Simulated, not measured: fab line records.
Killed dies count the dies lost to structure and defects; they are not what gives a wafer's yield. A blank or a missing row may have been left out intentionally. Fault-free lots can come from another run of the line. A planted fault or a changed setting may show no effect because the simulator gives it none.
Check for tools in common :: flow sky130 :: Sampled: 12 lots, 36 wafers

== REASON IT WAS OPENED ==
Of 12 lots, 2 have the reading PASSIVATION_CVD_02_THK flagged at SKY_PASSIVATION_THK_MEAS_03. Wafers without a fault read 542 nm, standard deviation 7.7.
Rule: a lot is flagged when every wafer of it that has a number lies more than 4 standard deviations from that mean, or none has a number. The rest of the lots are taken to be sound.

lot: L231
measured: day 43 22:29
on: film-metro-02
PASSIVATION_CVD_02_THK (nm), wafer by wafer: 542 542 527
flag: 

lot: L232
measured: day 44 02:57
on: film-metro-04
PASSIVATION_CVD_02_THK (nm), wafer by wafer: 539 546 550
flag: 

lot: L234
measured: day 44 18:35
on: film-metro-02
PASSIVATION_CVD_02_THK (nm), wafer by wafer: 533 548 527
flag: 

lot: L235
measured: day 45 07:03
on: film-metro-02
PASSIVATION_CVD_02_THK (nm), wafer by wafer: 533 527 546
flag: 

lot: L236
measured: day 45 12:46
on: film-metro-03
PASSIVATION_CVD_02_THK (nm), wafer by wafer: 535 534 550
flag: 

lot: L238
measured: day 45 17:52
on: film-metro-03
PASSIVATION_CVD_02_THK (nm), wafer by wafer: 530 540 551
flag: 

lot: L242
measured: day 47 00:01
on: film-metro-02
PASSIVATION_CVD_02_THK (nm), wafer by wafer: 598 612 605
flag: FLAGGED

lot: L243
measured: day 47 07:32
on: film-metro-02
PASSIVATION_CVD_02_THK (nm), wafer by wafer: 596 600 602
flag: FLAGGED

lot: L245
measured: day 47 12:10
on: film-metro-04
PASSIVATION_CVD_02_THK (nm), wafer by wafer: 534 534 541
flag: 

lot: L248
measured: day 48 01:35
on: film-metro-02
PASSIVATION_CVD_02_THK (nm), wafer by wafer: 534 554 538
flag: 

lot: L250
measured: day 48 15:17
on: film-metro-04
PASSIVATION_CVD_02_THK (nm), wafer by wafer: 545 552 548
flag: 

lot: L254
measured: day 49 09:58
on: film-metro-04
PASSIVATION_CVD_02_THK (nm), wafer by wafer: 535 537 542
flag: 
The numbers of the flagged lots are 602 nm on average: +60 nm against the usual, or +8 standard deviations.

== TOOL THAT RAN EACH LOT ==
3 process steps preceding the reading are held in the record, out of 708 steps in the route. Cell contents, in order: the tool; ch with the chambers the sampled wafers went through; the start.
lot: L231
flag: 
SKY_VIA1_SPUTTER_20: pvd-sputter-03, day 34 01:27
SKY_VIA2_SPUTTER_20: pvd-sputter-02, day 36 09:36
SKY_PASSIVATION_CVD_02: pecvd-04 ch 0,1,2, day 43 22:16

lot: L232
flag: 
SKY_VIA1_SPUTTER_20: pvd-sputter-03, day 34 07:37
SKY_VIA2_SPUTTER_20: pvd-sputter-04, day 36 15:27
SKY_PASSIVATION_CVD_02: pecvd-01 ch 0,1, day 44 02:44

lot: L234
flag: 
SKY_VIA1_SPUTTER_20: pvd-sputter-03, day 35 01:53
SKY_VIA2_SPUTTER_20: pvd-sputter-01, day 37 09:11
SKY_PASSIVATION_CVD_02: pecvd-04 ch 0,2, day 44 18:12

lot: L235
flag: 
SKY_VIA1_SPUTTER_20: pvd-sputter-02, day 35 17:26
SKY_VIA2_SPUTTER_20: pvd-sputter-01, day 38 00:14
SKY_PASSIVATION_CVD_02: pecvd-03 ch 0,1, day 45 06:49

lot: L236
flag: 
SKY_VIA1_SPUTTER_20: pvd-sputter-03, day 36 00:04
SKY_VIA2_SPUTTER_20: pvd-sputter-04, day 38 06:02
SKY_PASSIVATION_CVD_02: pecvd-03 ch 1,2, day 45 12:32

lot: L238
flag: 
SKY_VIA1_SPUTTER_20: pvd-sputter-03, day 36 06:06
SKY_VIA2_SPUTTER_20: pvd-sputter-02, day 38 12:49
SKY_PASSIVATION_CVD_02: pecvd-01 ch 0,1, day 45 17:31

lot: L242
flag: FLAGGED
SKY_VIA1_SPUTTER_20: pvd-sputter-02, day 37 19:02
SKY_VIA2_SPUTTER_20: pvd-sputter-02, day 39 23:54
SKY_PASSIVATION_CVD_02: pecvd-01 ch 0,1, day 46 23:48

lot: L243
flag: FLAGGED
SKY_VIA1_SPUTTER_20: pvd-sputter-03, day 38 03:51
SKY_VIA2_SPUTTER_20: pvd-sputter-04, day 40 09:05
SKY_PASSIVATION_CVD_02: pecvd-01 ch 0,1, day 47 07:18

lot: L245
flag: 
SKY_VIA1_SPUTTER_20: pvd-sputter-03, day 38 10:43
SKY_VIA2_SPUTTER_20: pvd-sputter-04, day 40 14:59
SKY_PASSIVATION_CVD_02: pecvd-04 ch 1, day 47 11:50

lot: L248
flag: 
SKY_VIA1_SPUTTER_20: pvd-sputter-02, day 39 02:31
SKY_VIA2_SPUTTER_20: pvd-sputter-02, day 41 06:23
SKY_PASSIVATION_CVD_02: pecvd-03 ch 0,1,2, day 48 01:21

lot: L250
flag: 
SKY_VIA1_SPUTTER_20: pvd-sputter-02, day 39 23:07
SKY_VIA2_SPUTTER_20: pvd-sputter-04, day 42 02:11
SKY_PASSIVATION_CVD_02: pecvd-03 ch 0,1, day 48 15:02

lot: L254
flag: 
SKY_VIA1_SPUTTER_20: pvd-sputter-02, day 40 22:48
SKY_VIA2_SPUTTER_20: pvd-sputter-02, day 43 00:31
SKY_PASSIVATION_CVD_02: pecvd-04 ch 1,2, day 49 09:37
What the steps here do:
- SKY_VIA1_SPUTTER_20: material TiN, target thk 20 nm, time 80 s.
- SKY_VIA2_SPUTTER_20: material TiN, target thk 20 nm, time 80 s.
- SKY_PASSIVATION_CVD_02: deposits Si3N4, target thk 540 nm.
- SKY_PASSIVATION_THK_MEAS_03

== FLAGGED AGAINST TOTAL, ONE TOOL AT A TIME (gauges that did the reading follow at the end) ==
step: SKY_VIA1_SPUTTER_20
tool: pvd-sputter-02
lots run: 5
flagged: 1
share of the flagged lots: some
sound lots run after its first flagged lot: 3 (L248,L250,L254)

step: SKY_VIA1_SPUTTER_20
tool: pvd-sputter-03
lots run: 7
flagged: 1
share of the flagged lots: some
sound lots run after its first flagged lot: 1 (L245)

step: SKY_VIA2_SPUTTER_20
tool: pvd-sputter-01
lots run: 2
flagged: 0
share of the flagged lots: none
sound lots run after its first flagged lot: -

step: SKY_VIA2_SPUTTER_20
tool: pvd-sputter-02
lots run: 5
flagged: 1
share of the flagged lots: some
sound lots run after its first flagged lot: 2 (L248,L254)

step: SKY_VIA2_SPUTTER_20
tool: pvd-sputter-04
lots run: 5
flagged: 1
share of the flagged lots: some
sound lots run after its first flagged lot: 2 (L245,L250)

step: SKY_PASSIVATION_CVD_02
tool: pecvd-01
lots run: 4
flagged: 2
share of the flagged lots: all
sound lots run after its first flagged lot: 0

step: SKY_PASSIVATION_CVD_02
tool: pecvd-03
lots run: 4
flagged: 0
share of the flagged lots: none
sound lots run after its first flagged lot: -

step: SKY_PASSIVATION_CVD_02
tool: pecvd-04
lots run: 4
flagged: 0
share of the flagged lots: none
sound lots run after its first flagged lot: -

step: SKY_PASSIVATION_THK_MEAS_03
tool: film-metro-02
lots run: 6
flagged: 2
share of the flagged lots: all
sound lots run after its first flagged lot: 1 (L248)

step: SKY_PASSIVATION_THK_MEAS_03
tool: film-metro-03
lots run: 2
flagged: 0
share of the flagged lots: none
sound lots run after its first flagged lot: -

step: SKY_PASSIVATION_THK_MEAS_03
tool: film-metro-04
lots run: 4
flagged: 0
share of the flagged lots: none
sound lots run after its first flagged lot: -

== THE TABLE: WHAT IT ALLOWS ==
pecvd-01 at SKY_PASSIVATION_CVD_02 and film-metro-02 at SKY_PASSIVATION_THK_MEAS_03 are the 2 rows of the table that ran each flagged lot.
- pecvd-01 at SKY_PASSIVATION_CVD_02 ran 4 lots, 2 of them flagged. Last sound lot L238 at day 45 17:31, first flagged lot L242 at day 46 23:48; a fault beginning in between fits. Its own readings (rf-fwd-power-W) fall more than 4 standard deviations out on all wafers of the flagged lots.
- film-metro-02 at SKY_PASSIVATION_THK_MEAS_03 ran 6 lots, 2 of them flagged. Sound lots ran on it after the first flagged one (L248), which a lasting fault on the whole tool wouldn't allow.
Just one tool remains: pecvd-01 at SKY_PASSIVATION_CVD_02.

== WHAT HAD BEEN PUT IN BY THE SIMULATOR ==
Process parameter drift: pecvd-01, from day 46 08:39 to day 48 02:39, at SKY_PASSIVATION_CVD_02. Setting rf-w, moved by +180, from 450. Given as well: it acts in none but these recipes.
Shown lots that were struck: L242, L243. Same finding as the rule above.
